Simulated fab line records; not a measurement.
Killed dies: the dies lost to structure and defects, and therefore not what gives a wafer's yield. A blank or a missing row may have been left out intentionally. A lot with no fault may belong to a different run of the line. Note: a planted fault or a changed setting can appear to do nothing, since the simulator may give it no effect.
Which tool was responsible?    flow gf180mcu    route of 602 steps, sampled at 1 step: 7 lots, 21 wafers

WHAT EACH GAUGE READ, for each wafer
GF_LVPWELL_OVL_MEAS_07.
lot   measured     on          LVPWELL_OVL (nm)
L603  day 4 07:52  overlay-01  0.5 0.4 -0.7
L607  day 5 04:10  overlay-02  -1.9 -1.8 -1.5
L609  day 5 16:11  overlay-01  -1.3 -0.9 -0.3
L613  day 6 19:13  overlay-01  3.0 2.4 -0.4
L619  day 8 02:35  overlay-01  1.2 -0.2 0.8
L622  day 8 19:04  overlay-01  -1.6 -1.3 -0.1
L624  day 9 07:35  overlay-02  -2.6 -1.3 -1.6

EACH LOT AND THE TOOL THAT RAN IT (in order: tool; ch and the chambers of the sampled wafers; start)
The record holds no process step before these readings.

THE ANSWER, worked out from the rows above alone
Rule: the usual values come from the lots themselves. Put in order of their means at a reading, lots are off if they are a third of the lots or fewer, leave a main group of 4 or more, and stand apart from it by a gap of 3 or more times the standard deviation of the main group's means; of several such gaps the widest counts. The tables above print the reading to a certain number of digits; a main group whose means all agree to those digits is not used. Also off: a lot with no number at a reading for which 4 or more lots have one. The other lots that the step has rows for count as sound.
No lot is off at any reading shown: from this, nothing can be told.

WHAT THE SIMULATOR PUT IN
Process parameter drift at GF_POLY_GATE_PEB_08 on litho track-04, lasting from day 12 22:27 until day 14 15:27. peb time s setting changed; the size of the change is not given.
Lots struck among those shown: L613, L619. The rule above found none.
